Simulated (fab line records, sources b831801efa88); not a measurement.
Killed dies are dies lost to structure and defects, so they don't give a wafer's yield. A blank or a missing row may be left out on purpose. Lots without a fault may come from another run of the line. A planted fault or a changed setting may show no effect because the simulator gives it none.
Chamber matching | flow sky130 | SKY_VIA4_CMP_02 on cmp-02: 4 sister chambers
The step polishes SiO2. 4 wafers are shown with their chamber, then 8 later ones without.

WAFERS WITH THEIR CHAMBER
wafer  | chamber | motor_current_A (A)
L230.5 | 2       | 10.2
L233.1 | 3       | 12.1
L233.5 | 0       | 9.8
L234.3 | 1       | 10.3

WAFERS WITHOUT THEIR CHAMBER
wafer  | motor_current_A (A)
L234.4 | 9.7
L234.6 | 11.1
L236.2 | 10.7
L236.4 | 12.4
L236.6 | 12.6
L237.1 | 9.8
L237.4 | 10.6
L237.6 | 10.2

WHICH CHAMBER EACH WENT THROUGH
wafer  | from the rows above               | in truth
L234.4 | can't be placed: 0 or 2 or 1      | 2
L234.6 | can't be placed: 1 or 2 or 3 or 0 | 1
L236.2 | can't be placed: 1 or 2 or 0      | 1
L236.4 | 3                                 | 3
L236.6 | 3                                 | 3
L237.1 | can't be placed: 0 or 2 or 1      | 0
L237.4 | can't be placed: 1 or 2 or 0      | 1
L237.6 | can't be placed: 2 or 1 or 0      | 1
Placed correctly: 2 of 8. Can't be placed from these rows: 6 (the true chamber is among the candidates in 6). Placed wrongly: 0.
How it was worked out, from the rows above alone: a wafer's distance from a chamber is the root of the sum, over the readings, of the square of ((its reading less the chamber's mean) divided by the reading's scatter). The wafer belongs to the nearest chamber; if the next one is less than 2 further off, it can't be placed. A chamber's mean is the mean of its shown wafers. The scatter: with one shown wafer a chamber, the root of the mean of the squares of how far each hidden wafer lies from its nearest shown one.
